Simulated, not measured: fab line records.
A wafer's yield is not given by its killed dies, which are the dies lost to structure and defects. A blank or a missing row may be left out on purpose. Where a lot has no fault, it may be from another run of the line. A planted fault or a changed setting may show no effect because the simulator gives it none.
8D (eight disciplines) problem report, filled in by code ; flow sky130 ; the parts of the form that need people (team, actions taken, sign-off) are left out

1. WHAT IS WRONG
oes product au at SKY_METAL4_METAL_ETCH_18 reads a mean of 0.962 a.u. on 2 wafers of 2 lots; wafers without a fault read 0.866 a.u. with a standard deviation of 0.006. That puts it +16 standard deviations away from the usual mean.
The step: etches the open film in Cl2/BCl3, stops on SiO2, target depth 845 nm, time 183.1 s.
First seen on wafer L488.1, day 44 13:03, on rie metal-04. The record holds 42 wafers of 14 lots with a number at this step. The rule behind "out" and "out of limits": a value lying over 4 standard deviations away from the usual mean. The other wafers with a number count as sound.

2. WHAT IT IS, AND WHAT IT ISN'T
question;is;is not
which readings at this step;oes product au;drypump motor current A, throttle valve pct
which lots;L488, L490;L479, L480, L481, L482, L483, L484, L486, L496, L498, L499, L501, L502
which wafers of those lots;L488.1, L490.1;L488.3, L488.5, L490.3, L490.5
read on which tools;rie metal-01, rie metal-04;rie metal-03
when;from day 44 13:03;"up to then (23 sound wafers); but 17 sound wafers of L490, L496, L498, L499, L501, L502 came after"

3. SUSPECTS, AND WHAT RULES EACH OUT
Counting: if a tool at a process step up to the reading ran every lot that is out, it stays a suspect. Sound lots after the first of them don't rule it out here, since some wafers of a struck lot are sound.
- rie diel-01 at SKY_METAL3_ETCH_17 (etches SiO2 in C4F8/O2/Ar, stops on TiN, time 3.9 s, target depth 15 nm): kept. It ran every lot that is out, first L488 (day 41 12:09); its last sound lot up to then is L483 (day 40 06:12).
- pvd sputter-02 at SKY_METAL4_SPUTTER_02 (material AlCu, target thk 735 nm, time 39.1 s): kept. It ran every lot that is out, first L488 (day 42 14:58); its last sound lot up to then is L481 (day 40 16:44).
- rie metal-03 at SKY_METAL4_DESCUM_15 (chemistry O2, time 8 s): kept. It ran every lot that is out, first L488 (day 44 12:54); its last sound lot up to then is L482 (day 43 05:46).
rie diel-01 at SKY_METAL3_ETCH_17, pvd sputter-02 at SKY_METAL4_SPUTTER_02 and rie metal-03 at SKY_METAL4_DESCUM_15 are what is left after counting.

4. THE CAUSE (what the simulator had put in)
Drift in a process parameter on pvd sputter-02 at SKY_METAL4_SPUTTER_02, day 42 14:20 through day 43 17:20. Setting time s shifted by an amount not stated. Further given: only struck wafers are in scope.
This tool is one of the 3 suspects left after counting.

5. THE CHAIN OF EFFECTS, in route order
One row per reading whose mean, taken over the struck wafers that have a number, lies over 3 standard deviations from the usual. Scope: only readings with a usual standard deviation given in the record; hours: median across lots of the time from each lot's start at the first step in this table that gives one to its start at this step; sigmas: change in usual standard deviations.
hours;step;reading;usual;on struck wafers;change;sigmas
0;SKY_METAL4_METAL_ETCH_18;oes product au;0.866 a.u.;0.962;+0.096;+16
It contains these process steps:
- SKY_METAL4_METAL_ETCH_18: etches the open film in Cl2/BCl3, stops on SiO2, target depth 845 nm, time 183.1 s.

6. WHAT WOULD HAVE CAUGHT IT SOONER
47 hours passed between the start of the fault at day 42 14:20 and the first reading out of limits in this record, taken at day 44 13:03.
Tool readings at SKY_METAL4_SPUTTER_02 with a usual standard deviation given in the record: none out on any struck wafer, hence no alarm at a limit of 4 standard deviations on them.
The start of SKY_METAL4_SPUTTER_02 on pvd sputter-02 came by day 44 13:03 for every one of the lots that are out (2). A hold on the tool at that time would have spared none of them.
